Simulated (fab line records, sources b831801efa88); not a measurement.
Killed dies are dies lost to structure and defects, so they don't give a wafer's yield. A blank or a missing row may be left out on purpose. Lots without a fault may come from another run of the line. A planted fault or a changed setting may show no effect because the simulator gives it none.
Which tool did it? | flow gf180mcu | 7 lots, 21 wafers sampled, at 2 steps of a route of 602

WHAT THE GAUGES READ, wafer by wafer
GF_V4_RS_MEAS_24: measures by four-point-probe.
lot  | measured     | on            | V4_W_RS (ohm/sq)
L620 | day 25 01:37 | film_metro-02 | 0.334 0.331 0.334
L622 | day 25 11:01 | film_metro-03 | 0.334 0.329 0.330
L624 | day 26 04:35 | film_metro-02 | 0.320 0.329 0.318
L626 | day 27 03:17 | film_metro-03 | 0.319 0.317 0.329
L629 | day 27 22:49 | film_metro-02 | 0.315 0.316 0.317
L638 | day 30 12:21 | film_metro-04 | 0.333 0.319 0.320
L642 | day 31 08:02 | film_metro-03 | 0.325 0.323 0.324

WHICH TOOL RAN EACH LOT (tool, then ch and the chambers of the sampled wafers, then the start)
lot  | GF_V4_SPUTTER_22
L620 | pvd_sputter-04, day 25 01:27
L622 | pvd_sputter-04, day 25 10:50
L624 | pvd_sputter-02, day 26 04:26
L626 | pvd_sputter-04, day 27 03:08
L629 | pvd_sputter-02, day 27 22:38
L638 | pvd_sputter-04, day 30 12:12
L642 | pvd_sputter-01, day 31 07:52
- GF_V4_SPUTTER_22: material TiN, target thk 10 nm, time 40 s.

THE ANSWER, worked out from the rows above alone
Rule: what is usual is taken from the lots themselves. Put in order of their means at a reading, lots are off if they are a third of the lots or fewer, leave a main group of 4 or more, and stand apart from it by a gap of 3 or more times the standard deviation of the main group's means; of several such gaps the widest counts. A main group whose means are all the same, to the digits that the tables above print for the reading, isn't used. A lot without any number at a reading at which 4 lots or more have one is off too. The other lots that the step has rows for count as sound.
No lot is off at any reading shown: from this, nothing can be told.

WHAT THE SIMULATOR HAD PUT IN
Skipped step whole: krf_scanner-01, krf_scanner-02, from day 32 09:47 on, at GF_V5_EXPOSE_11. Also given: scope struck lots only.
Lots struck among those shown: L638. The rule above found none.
